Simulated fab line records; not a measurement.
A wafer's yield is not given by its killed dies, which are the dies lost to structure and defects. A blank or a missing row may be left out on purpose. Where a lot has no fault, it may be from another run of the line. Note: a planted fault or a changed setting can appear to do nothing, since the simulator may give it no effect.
Which tool was responsible? :: flow gf180mcu :: at 1 step of a route of 602, 6 lots with 18 wafers sampled

## WHAT EACH GAUGE READ, for each wafer
GF_CONTACT_BOW_MEAS_05.
lot: L841
measured: day 16 05:58
on: film_metro-04
CONTACT_BOW (um): 64 61 63

lot: L845
measured: day 17 12:52
on: film_metro-02
CONTACT_BOW (um): 66 72 64

lot: L848
measured: day 18 20:23
on: film_metro-02
CONTACT_BOW (um): 64 72 60

lot: L850
measured: day 19 11:54
on: film_metro-04
CONTACT_BOW (um): 68 64 77

lot: L853
measured: day 20 10:34
on: film_metro-01
CONTACT_BOW (um): 63 60 53

lot: L862
measured: day 23 16:55
on: film_metro-02
CONTACT_BOW (um): 69 67 67

## EACH LOT AND THE TOOL THAT RAN IT (in order: tool; ch and the chambers of the sampled wafers; start)
Before these readings, the record contains no process step.

## THE ANSWER, worked out from the rows above alone
Rule: the usual values come from the lots themselves. Put in order of their means at a reading, lots are off if they are a third of the lots or fewer, leave a main group of 4 or more, and stand apart from it by a gap of 3 or more times the standard deviation of the main group's means; of several such gaps the widest counts. A main group is skipped when, at the precision printed for the reading in the tables above, its means are all equal. A lot without any number at a reading at which 4 lots or more have one is off too. All remaining lots with rows at the step are treated as sound.
Nothing can be told from this: no lot is off at any reading shown.

## WHAT THE SIMULATOR HAD PUT IN
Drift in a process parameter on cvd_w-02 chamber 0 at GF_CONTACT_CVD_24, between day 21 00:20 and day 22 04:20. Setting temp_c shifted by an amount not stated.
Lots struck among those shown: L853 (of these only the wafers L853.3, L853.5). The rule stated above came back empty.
